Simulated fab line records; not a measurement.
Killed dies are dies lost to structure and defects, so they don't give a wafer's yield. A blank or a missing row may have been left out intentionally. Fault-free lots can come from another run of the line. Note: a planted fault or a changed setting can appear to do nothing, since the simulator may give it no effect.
Which tool was responsible? + flow gf180mcu + 18 wafers from 6 lots sampled at 2 of the route's 602 steps

WHAT THE GAUGES SHOWED, per wafer
GF_MVSD_TW_MEAS_11.
| lot  | measured    | on            | MVSD_TW        |
|------|-------------|---------------|----------------|
| L324 | day 4 18:46 | film-metro-02 | 1594 1594 1586 |
| L329 | day 5 22:13 | film-metro-02 | 983 993 989    |
| L336 | day 7 12:23 | film-metro-03 | 1598 1597 1587 |
| L338 | day 8 01:59 | film-metro-03 | 1593 1597 1588 |
| L342 | day 8 23:47 | film-metro-02 | 1582 1585 1598 |
| L344 | day 9 12:22 | film-metro-02 | 1575 1568 1568 |

TOOL THAT RAN EACH LOT (tool first, then ch and the chambers of the sampled wafers, then the start)
| lot  | GF_MVSD_IMPLANT_08             |
|------|--------------------------------|
| L324 | implanter-03 ch 0, day 4 18:23 |
| L329 | implanter-01 ch 0, day 5 21:49 |
| L336 | implanter-03 ch 0, day 7 11:59 |
| L338 | implanter-04 ch 0, day 8 01:37 |
| L342 | implanter-01 ch 0, day 8 23:25 |
| L344 | implanter-01 ch 0, day 9 11:59 |
- GF_MVSD_IMPLANT_08

THE ANSWER, worked out from the rows above alone
Rule: usual is defined by the lots themselves. The widest of any qualifying gaps counts: lots, ordered by their means at a reading, are off when they make up no more than a third of the lots, leave a main group of 4 or more, and stand apart from it by 3 or more times the standard deviation of that group's means. If all means in a main group match to the digits the tables above print for the reading, that group is not used. A lot without any number at a reading at which 4 lots or more have one is off too. Where the step has rows for the other lots, those lots are counted as sound.
Off: at GF_MVSD_TW_MEAS_11 (MVSD_TW), L329. Main group: mean 1587, sd 8.7.
If a tool, at a process step before that reading, ran all the lots that are off and no sound lot after the first of them, it fits. Gauges at GF_MVSD_TW_MEAS_11: tried the same way as those tools. Of those tried, none fits.

WHAT THE SIMULATOR HAD PUT IN
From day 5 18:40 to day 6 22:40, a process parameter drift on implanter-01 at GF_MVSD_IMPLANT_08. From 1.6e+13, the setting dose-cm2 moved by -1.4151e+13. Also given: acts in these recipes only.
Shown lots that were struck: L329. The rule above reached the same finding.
